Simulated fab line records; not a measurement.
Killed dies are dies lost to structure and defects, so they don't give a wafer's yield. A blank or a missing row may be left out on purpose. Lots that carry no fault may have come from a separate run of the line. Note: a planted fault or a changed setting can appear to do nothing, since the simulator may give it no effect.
The tool behind it: which one? ; flow sky130 ; 11 lots with 33 wafers sampled at 5 steps, on a route of 708 steps

## WHAT EACH GAUGE READ, for each wafer
SKY_SD_P_TW_MEAS_11.
lot;measured;on;SD_P_TW
L421;day 25 21:57;filmMetro-02;2811 2800 2810
L422;day 25 23:09;filmMetro-04;2845 2830 2839
L424;day 27 07:14;filmMetro-04;2828 2824 2836
L427;day 27 17:28;filmMetro-04;2825 2820 2840
L429;day 29 09:35;filmMetro-02;2794 2795 2787
L432;day 30 00:59;filmMetro-04;2823 2813 2825
L433;day 30 09:34;filmMetro-03;2836 2845 2844
L438;day 31 15:56;filmMetro-03;2856 2848 2855
L439;day 31 19:32;filmMetro-02;2792 2795 2786
L440;day 32 08:13;filmMetro-02;2803 2789 2799
L444;day 33 08:11;filmMetro-03;2858 2846 2841

SKY_SD_N_OVL_MEAS_08.
lot;measured;on;SD_N_OVL (nm)
L421;day 28 08:34;overlay-01;-1.6 2.6 0.5
L422;day 28 09:46;overlay-02;0.9 0.0 -3.1
L424;day 29 16:23;overlay-01;1.4 0.3 0.4
L427;day 30 02:37;overlay-02;0.0 0.0 1.0
L429;day 31 17:53;overlay-01;2.9 3.5 -1.6
L432;day 32 08:20;overlay-02;0.3 2.9 0.3
L433;day 32 16:58;overlay-01;-0.9 -1.0 -1.3
L438;day 33 21:18;overlay-01;0.7 0.7 0.1
L439;day 34 00:35;overlay-01;1.8 1.7 0.0
L440;day 34 12:54;overlay-01;-0.4 -1.2 -0.5
L444;day 35 13:01;overlay-02;0.8 1.3 -2.3

SKY_SD_N_RS_MEAS_16: uses a four-point probe to measure.
lot;measured;on;SD_N_RS (ohm/sq)
L421;day 28 09:18;filmMetro-02;68.63 68.71 68.65
L422;day 28 10:29;filmMetro-02;68.62 68.57 68.63
L424;day 29 17:07;filmMetro-04;68.55 68.51 68.60
L427;day 30 03:22;filmMetro-02;68.48 68.61 68.68
L429;day 31 18:37;filmMetro-03;68.39 68.51 68.69
L432;day 32 09:04;filmMetro-03;66.00 66.14 66.10
L433;day 32 17:41;filmMetro-03;66.07 66.14 66.18
L438;day 33 22:07;filmMetro-02;68.52 68.53 68.59
L439;day 34 01:19;filmMetro-04;68.89 68.75 68.68
L440;day 34 13:40;filmMetro-02;68.58 68.58 68.54
L444;day 35 13:44;filmMetro-03;68.63 68.59 68.53

## WHAT TOOL EACH LOT RAN ON (gives the tool, then ch and the chambers of the sampled wafers, and finally the start)
lot;SKY_SD_N_IMPLANT_09;SKY_SD_N_STRIP_11
L421;implanter-04 ch 0, day 28 08:37;plasmaAsher-01 ch 0,1, day 28 08:53
L422;implanter-03 ch 0, day 28 09:49;plasmaAsher-03 ch 0,1, day 28 10:05
L424;implanter-04 ch 0, day 29 16:25;plasmaAsher-03 ch 1, day 29 16:43
L427;implanter-01 ch 0, day 30 02:41;plasmaAsher-04 ch 0,1, day 30 02:59
L429;implanter-03 ch 0, day 31 17:55;plasmaAsher-03 ch 0,1, day 31 18:13
L432;implanter-03 ch 0, day 32 08:22;plasmaAsher-04 ch 0,1, day 32 08:40
L433;implanter-03 ch 0, day 32 16:59;plasmaAsher-01 ch 0,1, day 32 17:17
L438;implanter-01 ch 0, day 33 21:22;plasmaAsher-01 ch 0,1, day 33 21:40
L439;implanter-01 ch 0, day 34 00:37;plasmaAsher-01 ch 0,1, day 34 00:55
L440;implanter-01 ch 0, day 34 12:58;plasmaAsher-01 ch 0,1, day 34 13:16
L444;implanter-04 ch 0, day 35 13:02;plasmaAsher-03 ch 0,1, day 35 13:20
- SKY_SD_N_IMPLANT_09
- SKY_SD_N_STRIP_11: strips in O2/N2.

## WHAT THE TOOLS THEMSELVES READ (means of the sampled wafers that have a number; where no wafer has one, the mark that the record gives instead)
SKY_SD_N_IMPLANT_09.
lot;tool;beamOnS (s);doseIonsCm2
L421;implanter-04;13.9;4e+15
L422;implanter-03;16.6;4e+15
L424;implanter-04;13.9;4e+15
L427;implanter-01;16.1;4e+15
L429;implanter-03;16.6;4e+15
L432;implanter-03;23.1;6e+15
L433;implanter-03;23.7;6e+15
L438;implanter-01;16.0;4e+15
L439;implanter-01;16.0;4e+15
L440;implanter-01;16.6;4e+15
L444;implanter-04;13.8;4e+15

SKY_SD_N_STRIP_11.
lot;tool;drypumpMotorCurrentA (A);oesProductAu (a.u.);stripTimeToEndpointS (s)
L421;plasmaAsher-01;5.4;0.526;22.51
L422;plasmaAsher-03;5.5;0.529;22.56
L424;plasmaAsher-03;5.4;0.526;22.56
L427;plasmaAsher-04;5.7;0.529;22.54
L429;plasmaAsher-03;5.4;0.530;22.60
L432;plasmaAsher-04;5.7;0.516;23.49
L433;plasmaAsher-01;5.3;0.516;23.48
L438;plasmaAsher-01;5.6;0.523;22.53
L439;plasmaAsher-01;5.6;0.521;22.56
L440;plasmaAsher-01;5.3;0.526;22.47
L444;plasmaAsher-03;5.4;0.530;22.56

## THE ANSWER, worked out from the rows above alone
Rule: usual is defined by the lots themselves. The widest of any qualifying gaps counts: lots, ordered by their means at a reading, are off when they make up no more than a third of the lots, leave a main group of 4 or more, and stand apart from it by 3 or more times the standard deviation of that group's means. If all means in a main group match to the digits the tables above print for the reading, that group is not used. A lot without any number at a reading at which 4 lots or more have one is off too. The other lots that the step has rows for count as sound. The gauges are gone through in route order, then the tools' own readings, and for those a lot's mean is taken as printed above. The first step at which some lot is off is used, and at that step the reading that is off furthest; a lot without a number counts as furthest.
Off: L432, L433, seen at SKY_SD_N_RS_MEAS_16 (SD_N_RS). Mean 68.60 ohm/sq and standard deviation 0.071 in the main group.
A tool fits if, at a process step before that reading, it ran every lot that is off, and no sound lot after the first of them. Not tried: the gauges at SKY_SD_N_RS_MEAS_16; whatever is off there is also off at SKY_SD_N_IMPLANT_09, on other tools, and gauge error can't account for it. One candidate fits, namely implanter-03 at SKY_SD_N_IMPLANT_09. Its last sound lot is L429 (day 31 17:55), its first lot that is off L432 (day 32 08:22): a fault that began between those two fits.
The tool's own readings at SKY_SD_N_IMPLANT_09 bear it out: on the lots that are off they differ by more than 5 times the standard deviation of the sound lots' means. beamOnS reads 23.4 s there against 15.5 s on the sound lots; doseIonsCm2 reads 6e+15 there against 4e+15 on the sound lots.

## WHAT HAD BEEN PUT IN BY THE SIMULATOR
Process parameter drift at SKY_SD_N_IMPLANT_09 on implanter-03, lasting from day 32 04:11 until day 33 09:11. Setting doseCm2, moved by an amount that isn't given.
Struck lots among those shown: L432, L433. This agrees with what the rule above found.
